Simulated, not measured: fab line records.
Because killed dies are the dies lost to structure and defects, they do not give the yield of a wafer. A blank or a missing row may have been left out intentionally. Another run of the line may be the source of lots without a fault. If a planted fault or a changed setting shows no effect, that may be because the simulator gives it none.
Check of tool commonality	flow sky130	Sampled: 10 lots, 36 wafers

WHY THIS WAS OPENED
At SKY_SPACER_THK_MEAS_01 the reading SPACER_CVD_00_THK is flagged on 2 of 10 lots. No-fault wafers: 42.8 nm, standard deviation 0.4.
Rule: a lot gets a flag if all its wafers with a number sit over 4 standard deviations from that mean, or if no wafer of it has a number. All remaining lots are regarded as sound.

lot	measured	on	SPACER_CVD_00_THK (nm), wafer by wafer	flag
L287	day 23 06:05	film_metro-02	41.9 42.3 42.4	
L288	day 24 05:58	film_metro-02	42.1 42.2 42.4	
L289	day 24 17:30	film_metro-04	42.8 43.2 43.2	
L291	day 24 22:13	film_metro-04	42.5 42.6 42.4	
L290	day 25 03:04	film_metro-01	42.0 42.2 42.0	
L292	day 25 11:16	film_metro-04	42.5 43.0 43.2	
L295	day 26 09:13	film_metro-04	42.1 42.1 42.6	
L299	day 27 20:02	film_metro-01	48.5 48.9 48.2 48.5 48.9 48.2	FLAGGED
L301	day 28 08:47	film_metro-01	48.3 48.3 48.1 48.3 48.3 48.1	FLAGGED
L309	day 30 23:58	film_metro-01	43.3 43.4 43.4	
On average the flagged lots' numbers are 48.4 nm, which is +5.6 nm against the usual, or +14 standard deviations.

WHICH TOOL RAN EACH LOT
The record keeps 1 process step preceding the reading, out of 708 steps on the route. In each cell: the tool, then ch and the chambers that the sampled wafers went through, then the start.
lot	flag	SKY_SPACER_CVD_00
L287		lpcvd-02 ch 0, day 23 04:51
L288		lpcvd-02 ch 0, day 24 04:10
L289		lpcvd-02 ch 0, day 24 16:17
L291		lpcvd-02 ch 1, day 24 20:59
L290		lpcvd-02 ch 0, day 25 01:51
L292		lpcvd-02 ch 0, day 25 10:03
L295		lpcvd-02 ch 1, day 26 08:00
L299	FLAGGED	lpcvd-02 ch 1, day 27 18:50
L301	FLAGGED	lpcvd-02 ch 1, day 28 07:34
L309		lpcvd-02 ch 1, day 30 22:46
What these steps do:
- SKY_SPACER_CVD_00: deposits Si3N4 from DCS/NH3, target thk 43.1 nm, time 740 s.
- SKY_SPACER_THK_MEAS_01

FLAGGED AGAINST TOTAL, ONE TOOL AT A TIME (gauges that did the reading follow at the end)
step	tool	lots run	flagged	share of the flagged lots	sound lots run after its first flagged lot
SKY_SPACER_CVD_00	lpcvd-02	10	2	all	1 (L309)
SKY_SPACER_THK_MEAS_01	film_metro-01	4	2	all	1 (L309)
SKY_SPACER_THK_MEAS_01	film_metro-02	2	0	none	-
SKY_SPACER_THK_MEAS_01	film_metro-04	4	0	none	-

WHAT THE TABLE ALLOWS
Rows of the table that ran all the flagged lots, 2 in number: lpcvd-02 at SKY_SPACER_CVD_00; film_metro-01 at SKY_SPACER_THK_MEAS_01.
- lpcvd-02 at SKY_SPACER_CVD_00 ran 10 lots, 2 of them flagged. After the first flagged lot (L309), sound lots still ran on it; a lasting fault on the whole tool would not permit that. Its own readings (spike_tc_centre_C, zone_power_lower_pct, zone_power_upper_pct) fall more than 4 standard deviations out on all wafers of the flagged lots.
- film_metro-01 at SKY_SPACER_THK_MEAS_01 ran 4 lots, 2 of them flagged. After the first flagged lot (L309), sound lots still ran on it; a lasting fault on the whole tool would not permit that.
There is no row in the table that ran each flagged lot and no sound lot after the first.

WHAT HAD BEEN PUT IN BY THE SIMULATOR
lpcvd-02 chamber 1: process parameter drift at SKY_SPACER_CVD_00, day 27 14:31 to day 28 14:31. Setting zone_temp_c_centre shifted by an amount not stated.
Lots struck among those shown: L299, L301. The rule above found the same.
